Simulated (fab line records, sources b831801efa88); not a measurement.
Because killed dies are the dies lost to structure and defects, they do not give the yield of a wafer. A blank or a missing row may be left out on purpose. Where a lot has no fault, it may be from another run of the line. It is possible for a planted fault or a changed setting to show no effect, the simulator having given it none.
fab line records | flow sky130
record lots=12 | wafers=36 | last_day=51
route steps=708 shown LDD_HVN@276 LDD_LDN@296 RES_XHIGH@339 SD_N@354 PAD_OPEN@708
lots with no fault: from the same line, run without faults
start_h: hours from the record's opening day to when the first of the lot's shown wafers began | wait_h: hours since the lot's step before | " same as the row above | L1.1+2: one row covering several wafers at once | - no value, or no start was given | * or withheld: withheld | < > ~ a bound
route shown NAME@n: names a module that has steps shown in the file, with the first one's number in the route | usual: mean/standard deviation of fault-free wafers | same: alike in all rows | chamber/n: place in a boat | sites: readings site by site | _std_site: the values' standard deviation | _edge_site: inner sites' mean taken away from outer sites' mean | radius_mm: how far each site lies from the wafer's centre | mask NAME#n: copy n | behind: the tool/chamber that last shaped the wafer | hold: what put the lot on hold/how long, in hours/how the hold closed | device: the transistor (n, p or np) that didn't switch | end of line: tests run on the same wafers once the route is complete | a step given without rows: its recipe and nothing more | killed: the dies lost at the first sort to structure and to defects; this is not the yield of the wafer | map: per-die view of a wafer (x killed, . not killed, _ where there is no die)
set.NAME: the setting the step ran with; set.NAME@STEP: the setting that earlier step ran with | model.NAME: the simulator's own value behind a step, which no gauge read
route steps across a sampled set of lots; one table per step, one row per wafer
services: the hour from which a tool's chamber was out of use, counted from the record's first day as start_h (under 0 if before that day), plus the number of hours and why
## steps
# step SKY_LDD_HVN_STRIP_09
# recipe chemistry=O2/N2 | power_w=1400 | pressure_mtorr=1500 | platen_temp_c=withheld | o2_flow_sccm=3000 | n2_flow_sccm=300 | overash_fraction=0.5
# usual drypump_motor_current_A=5.7/0.38 | oes_product_au=0.410/0.0045 | strip_time_to_endpoint_s=4.145/0.014
lot.wafer | tool            | chamber | start_h | wait_h | drypump_motor_current_A | oes_product_au | rf_hours_counter_h | strip_time_to_endpoint_s
L698.1    | plasma_asher-02 | 0       | 451.48  | 0.1    | 5.8                     | 0.409          | 33                 | 4.141
L698.3    | "               | 0       | "       | "      | 5.8                     | 0.401          | -                  | 4.144
L698.4    | "               | 1       | "       | "      | 6.0                     | 0.413          | -                  | 4.170
L699.1    | plasma_asher-02 | 0       | 462.65  | 0.1    | 5.8                     | 0.402          | 34                 | 4.152
L699.2    | "               | 1       | "       | "      | 6.0                     | 0.408          | 34                 | 4.160
L699.5    | "               | 1       | "       | "      | 5.9                     | 0.415          | -                  | 4.158
L705.1    | plasma_asher-02 | 0       | 523.95  | 0.1    | 5.8                     | 0.408          | 40                 | 4.135
L705.3    | "               | 1       | "       | "      | 6.0                     | 0.400          | -                  | 4.117
L705.5    | "               | 0       | "       | "      | 5.8                     | 0.406          | -                  | 4.133
L706.2    | plasma_asher-01 | 1       | 524.10  | 0.1    | 5.7                     | 0.413          | 83                 | 4.158
L706.5    | "               | 1       | "       | "      | 5.7                     | 0.406          | -                  | 4.148
L706.6    | "               | 0       | "       | "      | 6.7                     | 0.416          | -                  | 4.153
L713.1    | plasma_asher-04 | 1       | 593.80  | 0.1    | 5.3                     | 0.414          | 79                 | 4.143
L713.2    | "               | 0       | "       | "      | 5.3                     | 0.413          | 79                 | 4.145
L713.6    | "               | 0       | "       | "      | 5.3                     | 0.411          | -                  | 4.160
L714.1    | plasma_asher-02 | 1       | 622.05  | 0.1    | 6.0                     | 0.411          | 50                 | 4.132
L714.3    | "               | 1       | "       | "      | 6.0                     | 0.415          | -                  | 4.126
L714.5    | "               | 1       | "       | "      | 5.9                     | 0.403          | -                  | 4.130
L715.2    | plasma_asher-04 | 1       | 622.50  | 0.1    | 5.3                     | 0.411          | 81                 | 4.134
L715.3    | "               | 1       | "       | "      | 5.3                     | 0.412          | -                  | 4.139
L715.4    | "               | 0       | "       | "      | 5.3                     | 0.405          | -                  | 4.151
L717.3    | plasma_asher-04 | 0       | 638.08  | 0.1    | 5.3                     | 0.416          | -                  | 4.152
L717.4    | "               | 1       | "       | "      | 5.3                     | 0.412          | -                  | 4.139
L717.5    | "               | 1       | "       | "      | 5.3                     | 0.410          | -                  | 4.135
L719.2    | plasma_asher-04 | 1       | 653.50  | 0.1    | 5.3                     | 0.407          | 84                 | 4.140
L719.5    | "               | 0       | "       | "      | 5.3                     | 0.405          | -                  | 4.139
L719.6    | "               | 1       | "       | "      | 5.3                     | 0.410          | -                  | 4.158
L718.1    | plasma_asher-02 | 0       | 654.40  | 0.1    | 5.8                     | 0.410          | 53                 | 4.152
L718.2    | "               | 1       | "       | "      | 6.0                     | 0.404          | 53                 | 4.135
L718.4    | "               | 1       | "       | "      | 5.9                     | 0.412          | -                  | 4.134
L720.1    | plasma_asher-04 | 1       | 654.60  | 0.1    | 5.3                     | 0.413          | 85                 | 4.168
L720.3    | "               | 1       | "       | "      | 5.3                     | 0.403          | -                  | 4.173
L720.5    | "               | 0       | "       | "      | 5.3                     | 0.406          | -                  | 4.156
L721.1    | plasma_asher-04 | 0       | 700.15  | 0.1    | 5.4                     | 0.408          | 89                 | 4.117
L721.2    | "               | 1       | "       | "      | 5.3                     | 0.409          | 89                 | 4.109
L721.4    | "               | 0       | "       | "      | 5.4                     | 0.416          | -                  | 4.148
# step SKY_LDD_LDN_OVL_MEAS_07
# usual LDD_LDN_OVL=-0.1/1.7
lot.wafer | tool       | chamber | start_h | wait_h | LDD_LDN_OVL[nm]
L698.1    | overlay-01 | -       | 511.99  | 0.1    | 1.7
L698.3    | "          | -       | "       | "      | -1.3
L698.4    | "          | -       | "       | "      | 1.0
L699.1    | overlay-02 | -       | 523.80  | 0.1    | -1.5
L699.2    | "          | -       | "       | "      | -1.3
L699.5    | "          | -       | "       | "      | -0.5
L705.1    | overlay-01 | -       | 583.72  | 0.1    | 1.0
L705.3    | "          | -       | "       | "      | -1.9
L705.5    | "          | -       | "       | "      | 1.5
L706.2    | overlay-02 | -       | 584.02  | 0.1    | -1.2
L706.5    | "          | -       | "       | "      | -0.4
L706.6    | "          | -       | "       | "      | -0.7
L713.1    | overlay-02 | -       | 651.82  | 0.1    | -4.2
L713.2    | "          | -       | "       | "      | -4.6
L713.6    | "          | -       | "       | "      | -2.4
L714.1    | overlay-02 | -       | 678.07  | 0.1    | 0.7
L714.3    | "          | -       | "       | "      | 0.6
L714.5    | "          | -       | "       | "      | 1.4
L715.2    | overlay-01 | -       | 679.62  | 0.1    | -0.3
L715.3    | "          | -       | "       | "      | 0.4
L715.4    | "          | -       | "       | "      | -1.1
L717.3    | overlay-02 | -       | 694.28  | 0.1    | -2.5
L717.4    | "          | -       | "       | "      | 0.0
L717.5    | "          | -       | "       | "      | -1.2
L719.2    | overlay-01 | -       | 710.60  | 0.1    | -0.6
L719.5    | "          | -       | "       | "      | 2.1
L719.6    | "          | -       | "       | "      | 2.5
L718.1    | overlay-02 | -       | 710.82  | 0.1    | 1.4
L718.2    | "          | -       | "       | "      | 0.0
L718.4    | "          | -       | "       | "      | 1.9
L720.1    | overlay-02 | -       | 711.12  | 0.1    | -0.8
L720.3    | "          | -       | "       | "      | -0.2
L720.5    | "          | -       | "       | "      | -1.0
L721.1    | overlay-01 | -       | 755.59  | 0.1    | 2.3
L721.2    | "          | -       | "       | "      | 0.4
L721.4    | "          | -       | "       | "      | 3.9
# step SKY_RES_XHIGH_IMPLANT_07
# recipe species=BF2 | energy_kev=20 | dose_cm2=3.6e+14 | tilt_deg=0
lot.wafer  | tool         | chamber | start_h | wait_h
L698.1+3+4 | implanter-04 | 0       | 601.86  | 0.1
L699.1+2+5 | implanter-02 | 0       | 615.34  | 0.1
L705.1+3+5 | implanter-04 | 0       | 671.95  | 0.1
L706.2+5+6 | implanter-04 | 0       | 674.02  | 0.1
L713.1+2+6 | implanter-03 | 0       | 737.14  | 0.1
L714.1+3+5 | implanter-02 | 0       | 763.14  | 0.1
L715.2+3+4 | implanter-02 | 0       | 766.07  | 0.1
L717.3+4+5 | implanter-03 | 0       | 781.27  | 0.1
L719.2+5+6 | implanter-04 | 0       | 794.22  | 0.1
L718.1+2+4 | implanter-04 | 0       | 795.65  | 0.1
L720.1+3+5 | implanter-04 | 0       | 796.29  | 0.1
L721.1+2+4 | implanter-02 | 0       | 837.64  | 0.1
# step SKY_RES_XHIGH_TW_MEAS_09
# usual RES_XHIGH_TW=1630/18
lot.wafer | tool          | chamber | start_h | wait_h | RES_XHIGH_TW
L698.1    | film_metro-01 | -       | 602.11  | 0.1    | 1634
L698.3    | "             | -       | "       | "      | 1629
L698.4    | "             | -       | "       | "      | 1626
L699.1    | film_metro-03 | -       | 615.59  | 0.1    | 1603
L699.2    | "             | -       | "       | "      | 1590
L699.5    | "             | -       | "       | "      | 1604
L705.1    | film_metro-04 | -       | 672.20  | 0.1    | 1536
L705.3    | "             | -       | "       | "      | 1542
L705.5    | "             | -       | "       | "      | 1538
L706.2    | film_metro-01 | -       | 674.25  | 0.1    | 1542
L706.5    | "             | -       | "       | "      | 1548
L706.6    | "             | -       | "       | "      | 1546
L713.1    | film_metro-01 | -       | 737.39  | 0.1    | 1641
L713.2    | "             | -       | "       | "      | 1642
L713.6    | "             | -       | "       | "      | 1634
L714.1    | film_metro-01 | -       | 763.39  | 0.1    | 1632
L714.3    | "             | -       | "       | "      | 1627
L714.5    | "             | -       | "       | "      | 1628
L715.2    | film_metro-01 | -       | 766.31  | 0.1    | 1629
L715.3    | "             | -       | "       | "      | 1615
L715.4    | "             | -       | "       | "      | 1621
L717.3    | film_metro-01 | -       | 781.49  | 0.1    | 1637
L717.4    | "             | -       | "       | "      | 1638
L717.5    | "             | -       | "       | "      | 1645
L719.2    | film_metro-03 | -       | 794.46  | 0.1    | 1610
L719.5    | "             | -       | "       | "      | 1596
L719.6    | "             | -       | "       | "      | 1591
L718.1    | film_metro-04 | -       | 795.90  | 0.1    | 1631
L718.2    | "             | -       | "       | "      | 1629
L718.4    | "             | -       | "       | "      | 1630
L720.1    | film_metro-01 | -       | 796.54  | 0.1    | 1628
L720.3    | "             | -       | "       | "      | 1633
L720.5    | "             | -       | "       | "      | 1627
L721.1    | film_metro-01 | -       | 837.89  | 0.1    | 1640
L721.2    | "             | -       | "       | "      | 1635
L721.4    | "             | -       | "       | "      | 1648
# step SKY_SD_N_TW_MEAS_12
# usual SD_N_TW=3947/39
lot.wafer | tool          | chamber | start_h | wait_h | SD_N_TW
L698.1    | film_metro-04 | -       | 632.20  | 0.1    | 3986
L698.3    | "             | -       | "       | "      | 4017
L698.4    | "             | -       | "       | "      | 3996
L699.1    | film_metro-03 | -       | 644.85  | 0.1    | 3882
L699.2    | "             | -       | "       | "      | 3869
L699.5    | "             | -       | "       | "      | 3879
L705.1    | film_metro-03 | -       | 700.52  | 0.1    | 3918
L705.3    | "             | -       | "       | "      | 3886
L705.5    | "             | -       | "       | "      | 3901
L706.2    | film_metro-04 | -       | 702.23  | 0.1    | 3972
L706.5    | "             | -       | "       | "      | 3981
L706.6    | "             | -       | "       | "      | 3973
L713.1    | film_metro-03 | -       | 764.00  | 0.1    | 3899
L713.2    | "             | -       | "       | "      | 3907
L713.6    | "             | -       | "       | "      | 3916
L714.1    | film_metro-04 | -       | 790.73  | 0.1    | 3958
L714.3    | "             | -       | "       | "      | 3979
L714.5    | "             | -       | "       | "      | 3975
L715.2    | film_metro-04 | -       | 793.98  | 0.1    | 3968
L715.3    | "             | -       | "       | "      | 3990
L715.4    | "             | -       | "       | "      | 3980
L717.3    | film_metro-01 | -       | 808.37  | 0.1    | 3984
L717.4    | "             | -       | "       | "      | 3988
L717.5    | "             | -       | "       | "      | 3958
L719.2    | film_metro-04 | -       | 821.96  | 0.1    | 3952
L719.5    | "             | -       | "       | "      | 3943
L719.6    | "             | -       | "       | "      | 3931
L718.1    | film_metro-03 | -       | 822.48  | 0.1    | 3888
L718.2    | "             | -       | "       | "      | 3917
L718.4    | "             | -       | "       | "      | 3913
L720.1    | film_metro-03 | -       | 823.07  | 0.1    | 3907
L720.3    | "             | -       | "       | "      | 3892
L720.5    | "             | -       | "       | "      | 3922
L721.1    | film_metro-01 | -       | 863.72  | 0.1    | 3950
L721.2    | "             | -       | "       | "      | 3966
L721.4    | "             | -       | "       | "      | 3963
# step SKY_SD_N_RS_MEAS_18
# recipe thk_meas_gauge=four-point-probe
# usual RES_XHIGH_RS=332.9/1.3
lot.wafer | tool          | chamber | start_h | wait_h | RES_XHIGH_RS[ohm/sq]
L698.1    | film_metro-01 | -       | 632.73  | 0.1    | 333.3
L698.3    | "             | -       | "       | "      | 334.5
L698.4    | "             | -       | "       | "      | 334.3
L699.1    | film_metro-01 | -       | 645.38  | 0.1    | 333.4
L699.2    | "             | -       | "       | "      | 333.2
L699.5    | "             | -       | "       | "      | 331.0
L705.1    | film_metro-01 | -       | 701.05  | 0.1    | 387.3
L705.3    | "             | -       | "       | "      | 386.8
L705.5    | "             | -       | "       | "      | 387.7
L706.2    | film_metro-03 | -       | 702.77  | 0.1    | 385.6
L706.5    | "             | -       | "       | "      | 386.8
L706.6    | "             | -       | "       | "      | 386.0
L713.1    | film_metro-01 | -       | 764.52  | 0.1    | 333.2
L713.2    | "             | -       | "       | "      | 333.0
L713.6    | "             | -       | "       | "      | 333.8
L714.1    | film_metro-03 | -       | 791.26  | 0.1    | 332.5
L714.3    | "             | -       | "       | "      | 333.2
L714.5    | "             | -       | "       | "      | 333.6
L715.2    | film_metro-01 | -       | 794.52  | 0.1    | 334.0
L715.3    | "             | -       | "       | "      | 334.3
L715.4    | "             | -       | "       | "      | 333.7
L717.3    | film_metro-03 | -       | 808.91  | 0.1    | 332.8
L717.4    | "             | -       | "       | "      | 330.9
L717.5    | "             | -       | "       | "      | 332.5
L719.2    | film_metro-04 | -       | 822.50  | 0.1    | 331.2
L719.5    | "             | -       | "       | "      | 330.7
L719.6    | "             | -       | "       | "      | 331.5
L718.1    | film_metro-01 | -       | 823.00  | 0.1    | 332.9
L718.2    | "             | -       | "       | "      | 331.8
L718.4    | "             | -       | "       | "      | 332.2
L720.1    | film_metro-01 | -       | 823.60  | 0.1    | 330.8
L720.3    | "             | -       | "       | "      | 330.9
L720.5    | "             | -       | "       | "      | 332.0
L721.1    | film_metro-01 | -       | 864.25  | 0.1    | 332.1
L721.2    | "             | -       | "       | "      | 331.9
L721.4    | "             | -       | "       | "      | 332.5
# step SKY_PAD_OPEN_PROBE_99
# usual killed_at_M0_to_M3=44/7.2 | killed_at_M4_up=3.1/1.7 | killed_at_contacts=24/5.2 | killed_at_front_end=15/4.1 | killed_at_other=0.3/0.61 | killed_dies=87/10 | killed_open=48/7.5 | killed_short=39/6.6
# same gross_dies=492 | killed_at_back_side=0
lot.wafer | tool      | chamber | start_h | wait_h | killed_at_M0_to_M3 | killed_at_M4_up | killed_at_contacts | killed_at_front_end | killed_at_other | killed_dies | killed_open | killed_short
L713.1    | prober-02 | -       | 1157.11 | 0.1    | 46                 | 3               | 23                 | 21                  | 0               | 93          | 55          | 38
L713.2    | prober-02 | -       | 1157.16 | 0.1    | 33                 | 3               | 17                 | 16                  | 1               | 70          | 35          | 35
L713.6    | prober-02 | -       | 1157.36 | 0.2    | 38                 | 3               | 22                 | 13                  | 1               | 77          | 44          | 33
L715.2    | prober-02 | -       | 1179.17 | 0.1    | 38                 | 4               | 17                 | 15                  | 0               | 74          | 41          | 33
L715.3    | prober-02 | -       | 1179.22 | 0.2    | 36                 | 4               | 31                 | 14                  | 0               | 85          | 42          | 43
L715.4    | prober-02 | -       | 1179.27 | 0.2    | 42                 | 4               | 24                 | 11                  | 0               | 81          | 48          | 33
L721.1    | prober-01 | -       | 1218.95 | 0.1    | 37                 | 0               | 21                 | 13                  | 0               | 71          | 34          | 37
L721.2    | prober-01 | -       | 1219.00 | 0.1    | 44                 | 1               | 20                 | 16                  | 1               | 82          | 54          | 28
L721.4    | prober-01 | -       | 1219.10 | 0.2    | 28                 | 2               | 19                 | 14                  | 0               | 63          | 30          | 33
# killed by level:class
L713.1 VIA1:geometric_particle:open=9 CONTACT:geometric_particle:open=8 VIA3:geometric_particle:open=8 FIELD_ISO:geometric_particle:open=7 METAL1:geometric_particle:short=7 VIA2:geometric_particle:open=7 POLY_GATE:geometric_particle:open=6 LI_CONTACT:geometric_particle:open=6
L713.2 VIA1:geometric_particle:open=8 CONTACT:geometric_particle:open=7 FIELD_ISO:geometric_particle:open=4 METAL1:geometric_particle:short=4 VIA3:geometric_particle:short=4 FIELD_ISO:geometric_particle:short=3 POLY_GATE:geometric_particle:open=3 POLY_GATE:geometric_particle:short=3
L713.6 CONTACT:geometric_particle:open=9 VIA1:geometric_particle:open=7 VIA2:geometric_particle:open=7 FIELD_ISO:geometric_particle:open=6 LI_CONTACT:geometric_particle:open=6 VIA3:geometric_particle:open=6 LOCAL_INTERCONNECT:geometric_particle:short=5 VIA1:geometric_particle:short=5
L715.2 VIA1:geometric_particle:open=8 VIA2:geometric_particle:open=8 LI_CONTACT:geometric_particle:open=7 VIA3:geometric_particle:open=6 LI_CONTACT:geometric_particle:short=5 POLY_GATE:geometric_particle:short=4 FIELD_ISO:geometric_particle:short=3 POLY_GATE:geometric_particle:open=3
L715.3 CONTACT:geometric_particle:open=11 VIA1:geometric_particle:open=9 METAL1:geometric_particle:short=8 LI_CONTACT:geometric_particle:open=6 LI_CONTACT:geometric_particle:short=5 LOCAL_INTERCONNECT:geometric_particle:short=5 METAL2:geometric_particle:short=5 METAL4:geometric_particle:short=4
L715.4 CONTACT:geometric_particle:open=12 VIA2:geometric_particle:open=7 VIA1:geometric_particle:open=7 FIELD_ISO:geometric_particle:short=5 METAL3:geometric_particle:short=5 VIA3:geometric_particle:open=5 METAL2:geometric_particle:open=5 METAL2:geometric_particle:short=5
L721.1 VIA1:geometric_particle:open=11 CONTACT:geometric_particle:open=8 METAL1:geometric_particle:short=7 METAL2:geometric_particle:short=7 LI_CONTACT:geometric_particle:open=5 FIELD_ISO:geometric_particle:short=4 CONTACT:geometric_particle:short=4 VIA1:geometric_particle:short=4
L721.2 VIA1:geometric_particle:open=12 VIA2:geometric_particle:open=11 CONTACT:geometric_particle:open=10 FIELD_ISO:geometric_particle:open=8 VIA1:geometric_particle:short=5 METAL2:geometric_particle:short=5 FIELD_ISO:geometric_particle:short=4 CONTACT:geometric_particle:short=3
L721.4 CONTACT:geometric_particle:short=7 CONTACT:geometric_particle:open=6 VIA1:geometric_particle:open=6 METAL2:geometric_particle:short=5 VIA2:geometric_particle:open=5 SPACER:geometric_particle:short=3 POLY_CUT:geometric_particle:short=3 LI_CONTACT:geometric_particle:open=3
## services
tool            | chamber | start_h | hours | kind
implanter-04    | -       | 441.20  | 0.8   | repair
implanter-02    | -       | 455.56  | 3.8   | repair
implanter-03    | -       | 480.61  | 4.3   | pm
plasma_asher-04 | -       | 518.61  | 0.8   | repair
plasma_asher-04 | -       | 535.12  | 7.9   | repair
implanter-03    | -       | 550.34  | 2.9   | pm
plasma_asher-02 | -       | 563.80  | 0.5   | repair
implanter-04    | -       | 592.62  | 0.7   | repair
implanter-03    | -       | 607.67  | 5.4   | repair
implanter-04    | -       | 618.78  | 4.9   | pm
plasma_asher-02 | -       | 619.10  | 2.8   | pm
plasma_asher-02 | -       | 626.37  | 1.7   | repair
implanter-04    | -       | 641.25  | 2.0   | repair
implanter-02    | -       | 651.29  | 94.5  | pm
implanter-04    | -       | 719.09  | 3.9   | pm
plasma_asher-04 | -       | 731.44  | 1.1   | repair
plasma_asher-02 | -       | 734.81  | 6.5   | pm
implanter-03    | -       | 744.07  | 3.5   | repair
implanter-02    | -       | 747.57  | 7.0   | pm
implanter-04    | -       | 756.53  | 26.1  | pm
plasma_asher-04 | -       | 779.03  | 14.6  | pm
plasma_asher-02 | -       | 784.65  | 7.7   | repair
plasma_asher-02 | -       | 798.64  | 3.3   | repair
implanter-04    | -       | 834.41  | 5.6   | repair
## key
first_sign step=SKY_RES_XHIGH_TW_MEAS_09 | reading=RES_XHIGH_TW | direction=down | sigmas=4.9 | usual=1630 | struck=1542
effect step=SKY_SD_N_RS_MEAS_18 | reading=RES_XHIGH_RS | direction=up | sigmas=41 | usual=332.9 | struck=386.7
met_at SKY_RES_XHIGH_IMPLANT_07
struck_lots L705,L706
tester_left_out L705,L706
not_acting_at SKY_LDD_HVN_STRIP_09,SKY_LDD_LDN_OVL_MEAS_07,SKY_SD_N_TW_MEAS_12
onset_between 601.86 671.95
fault kind=process_parameter_drift | tool=implanter-04 | chamber=- | onset_h=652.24 | steps=SKY_RES_XHIGH_IMPLANT_07 | channel=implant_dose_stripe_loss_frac | offset=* | shape=step | end_h=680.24
# tester_left_out: of these lots the tester's yield and bins aren't shown, on N5 and GAA mostly nor the transistor test; their killed dies are dies lost to structure and defects alone, not to doping, threshold or leakage, so they don't give the yield
